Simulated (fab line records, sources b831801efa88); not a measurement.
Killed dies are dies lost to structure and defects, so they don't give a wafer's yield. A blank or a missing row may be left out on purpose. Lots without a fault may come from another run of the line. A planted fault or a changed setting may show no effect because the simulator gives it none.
Which tool did it? | flow sky130 | 13 lots, 39 wafers sampled, at 2 steps of a route of 708

WHAT THE GAUGES READ, wafer by wafer
SKY_RES_XHIGH_TW_MEAS_09.
lot  | measured     | on            | RES_XHIGH_TW
L480 | day 27 05:55 | film_metro-01 | 1639 1639 1640
L481 | day 28 02:29 | film_metro-02 | 1650 1637 1640
L484 | day 28 15:50 | film_metro-01 | 1651 1642 1645
L485 | day 28 21:25 | film_metro-02 | 1645 1645 1649
L486 | day 29 16:43 | film_metro-03 | 1638 1639 1643
L487 | day 30 02:46 | film_metro-02 | 1634 1635 1637
L488 | day 30 03:53 | film_metro-03 | 1633 1627 1637
L490 | day 30 13:13 | film_metro-03 | 30 30 30
L491 | day 30 22:43 | film_metro-03 | 1632 1630 1637
L492 | day 31 07:58 | film_metro-01 | 1643 1640 1644
L496 | day 32 20:31 | film_metro-03 | 1638 1657 1646
L499 | day 33 14:50 | film_metro-03 | 1622 1622 1634
L501 | day 34 04:16 | film_metro-02 | 1646 1643 1644

WHICH TOOL RAN EACH LOT (tool, then ch and the chambers of the sampled wafers, then the start)
lot  | SKY_RES_XHIGH_EXPOSE_04
L480 | iline_stepper-02 ch 0, day 26 15:00
L481 | iline_stepper-01 ch 0, day 27 11:07
L484 | iline_stepper-02 ch 0, day 28 01:58
L485 | iline_stepper-02 ch 0, day 28 07:44
L486 | iline_stepper-02 ch 0, day 29 01:46
L487 | iline_stepper-02 ch 0, day 29 13:16
L488 | iline_stepper-02 ch 0, day 29 14:17
L490 | iline_stepper-02 ch 0, day 29 23:44
L491 | iline_stepper-01 ch 0, day 30 08:12
L492 | iline_stepper-02 ch 0, day 30 18:12
L496 | iline_stepper-01 ch 0, day 32 06:58
L499 | iline_stepper-01 ch 0, day 33 00:44
L501 | iline_stepper-02 ch 0, day 33 14:36
- SKY_RES_XHIGH_EXPOSE_04: exposes mask URPM, target cd 1270 nm.

WHAT THE TOOLS THEMSELVES READ (means of the sampled wafers that have a number; where no wafer has one, the mark that the record gives instead)
The record holds no such reading with a usual standard deviation.

THE ANSWER, worked out from the rows above alone
Rule: what is usual is taken from the lots themselves. Put in order of their means at a reading, lots are off if they are a third of the lots or fewer, leave a main group of 4 or more, and stand apart from it by a gap of 3 or more times the standard deviation of the main group's means; of several such gaps the widest counts. A main group whose means are all the same, to the digits that the tables above print for the reading, isn't used. A lot without any number at a reading at which 4 lots or more have one is off too. The other lots that the step has rows for count as sound. The gauges are gone through in route order, then the tools' own readings, and for those a lot's mean is taken as printed above. The first step at which some lot is off is used, and at that step the reading that is off furthest; a lot without a number counts as furthest.
Off: L490, at SKY_RES_XHIGH_TW_MEAS_09 (RES_XHIGH_TW). The main group: mean 1640, standard deviation 6.3.
A tool fits if, at a process step before that reading, it ran every lot that is off, and no sound lot after the first of them. The gauges at SKY_RES_XHIGH_TW_MEAS_09 are tried like those tools. None of those tried fits.

WHAT THE SIMULATOR HAD PUT IN
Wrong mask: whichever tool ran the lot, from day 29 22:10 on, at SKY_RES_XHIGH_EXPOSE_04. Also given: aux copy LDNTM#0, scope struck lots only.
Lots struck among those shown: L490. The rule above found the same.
